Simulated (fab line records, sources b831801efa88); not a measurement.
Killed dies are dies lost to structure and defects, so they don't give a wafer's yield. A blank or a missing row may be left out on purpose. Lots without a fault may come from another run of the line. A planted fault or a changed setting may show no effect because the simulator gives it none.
A struck lot beside a sound one | flow sky130 | 15 steps out of a route of 708
Sound: wafers L840.3, L840.4, L840.6. Struck: wafers L858.2, L858.4, L858.6. The cause comes at the end.
At each step with rows: each side's tool, then ch and its chambers, then its first start. Under that, the readings that differ: sound wafers | struck wafers | difference of the means | sigmas: that difference in standard deviations of wafers without a fault.
alike: readings whose means differ by less than 2 such deviations, and words and numbers that are the same on both sides. not compared: withheld readings, readings that some wafer has no value for, bounds like >300 that may hide the same value, and numbers for which the record gives no deviation and whose values overlap.
The two part at a step that has a row with sigmas, a row that says differs or no value, or rows on one side only. Numbers that don't overlap but have no deviation are shown without sigmas and don't part them. A reading that every wafer of one side lacks parts them only if that side has two wafers or more.

first, 6 steps without rows for these wafers: SKY_GATE_OXIDE_HMDS_04 (prime time 60 s); SKY_GATE_OXIDE_COAT_05 (resist thk 1140 nm); SKY_GATE_OXIDE_SOFTBAKE_06 (time 60 s); SKY_GATE_OXIDE_EXPOSE_07 (exposes mask LVOM, target cd 600 nm); SKY_GATE_OXIDE_PEB_08; SKY_GATE_OXIDE_DEVELOP_09 (develop time 60 s).
SKY_GATE_OXIDE_OVL_MEAS_10:
  sound on overlay-02, day 14 20:22; struck on overlay-02, day 20 22:50
  alike: GATE_OXIDE_OVL
then, 2 steps without rows for these wafers: SKY_GATE_OXIDE_IMPLANT_11; SKY_GATE_OXIDE_WET_ETCH_12 (etches SiO2 in dHF, target depth 16.8 nm, time 336 s).
SKY_GATE_OXIDE_STRIP_13: strips in O2/N2.
  sound on plasma_asher-02 ch 0,1, day 14 20:41; struck on plasma_asher-02 ch 0,1, day 20 23:07
  alike: drypump_motor_current_A, oes_product_au, strip_time_to_endpoint_s
  not compared: rf_hours_counter_h
SKY_GATE_OXIDE_TW_MEAS_14:
  sound on film_metro-01, day 14 20:46; struck on film_metro-04, day 20 23:14
  reading       | sound             | struck            | difference | sigmas
  GATE_OXIDE_TW | 222.5 223.9 223.2 | 226.5 226.3 228.2 | +3.8       | +2
then, 1 step without rows for these wafers: SKY_GATE_OXIDE_CLEAN_15 (cleans in SC1/SC2, time 150 s).
SKY_GATE_OXIDE_OXIDATION_16: stabilise 600 s, purge 300 s, target thk 3.57 nm.
  sound on furnace-02 ch 0, day 14 20:58; struck on furnace-02 ch 0, day 20 23:20
  reading                                           | sound             | struck              | difference | sigmas
  spike_tc_bottom_C (C)                             | 820.9 818.7 820.6 | 802.7 804.0 802.8   | -16.9      | -12
  spike_tc_centre_C (C)                             | 801.3 800.3 801.2 | 784.0 782.7 785.4   | -16.9      | -15
  spike_tc_lower_C (C)                              | 799.9 799.4 800.0 | 784.1 784.2 783.7   | -15.8      | -16
  spike_tc_top_C (C)                                | 814.2 813.8 813.8 | 798.0 798.2 798.9   | -15.6      | -9
  spike_tc_upper_C (C)                              | 801.4 803.1 801.5 | 786.0 784.5 784.3   | -17.1      | -16
  tube_center_temp_C (C)                            | 800.03 800 799.96 | 783.46 783.46 783.3 | -16.59     | -99 or more
  tube_center_temp_C_max                            | 801.9 802.0 801.9 | 785.6 785.3 785.1   | -16.6      | -52
  zone_power_upper_pct (%)                          | 15.34 15.11 15.05 | 14.60 14.54 14.31   | -0.68      | -3
  model.SiO2_of_GATE_OXIDE_OXIDATION_01.thk_nm (nm) | 11.86 11.68 11.7  | 11.23 11.28 11.34   | -0.46      |
then, 1 step without rows for these wafers: SKY_POLY_GATE_CVD_00 (deposits poly-Si, target thk 180 nm, time 720 s).
-- the record jumps here: 29 days lie between the struck wafers' starts before and after (it left off in module POLY_GATE and takes up again in module PAD_OPEN, whose first step shown is number 708 of the route) --
SKY_PAD_OPEN_PROBE_99:
  sound on prober-02, day 46 13:46; struck on prober-02, day 50 10:46
  reading                                   | sound             | struck            | difference | sigmas
  model.etest.tip_sonos.rs_ohm_sq           | 2722 2680 2675    | 2587 2617 2630    | -81        |
  model.etest.nfet_01v8_lvt.drive_ua_um     | 568 588.3 561.7   | 627.7 623.7 635.9 | +56.4      |
  model.etest.nfet_01v8_swapped.drive_ua_um | 501.3 518.8 492.8 | 556.5 549.7 560   | +51.1      |
  model.etest.nfet_01v8.r_on_ohm_um         | 832.7 810.6 851.9 | 774 786.7 779.3   | -52        |
  model.etest.nfet_01v8_turned.drive_ua_um  | 499.8 516.7 496.1 | 554.9 554.8 560.6 | +52.6      |
  model.etest.nfet_01v8.drive_ua_um         | 500.9 513.2 493.4 | 553.9 549 563.1   | +52.8      |
  model.etest.sram_nfet_pass.drive_ua_um    | 515.8 522.1 477.8 | 551.2 545.1 549.6 | +43.4      |
  model.etest.nfet_g5v0d10v5.r_on_ohm_um    | 1910 1893 1884    | 1798 1841 1857    | -64        |
  alike: killed_at_M0_to_M3, killed_at_M4_up, killed_at_contacts, killed_at_front_end, killed_at_other, killed_dies, killed_open, killed_short

WHERE THEY PART
First at SKY_GATE_OXIDE_TW_MEAS_14; last, within this record, at SKY_GATE_OXIDE_OXIDATION_16. Later steps at which nothing parts them and some readings are alike: SKY_PAD_OPEN_PROBE_99.

WHY: what the simulator had put in
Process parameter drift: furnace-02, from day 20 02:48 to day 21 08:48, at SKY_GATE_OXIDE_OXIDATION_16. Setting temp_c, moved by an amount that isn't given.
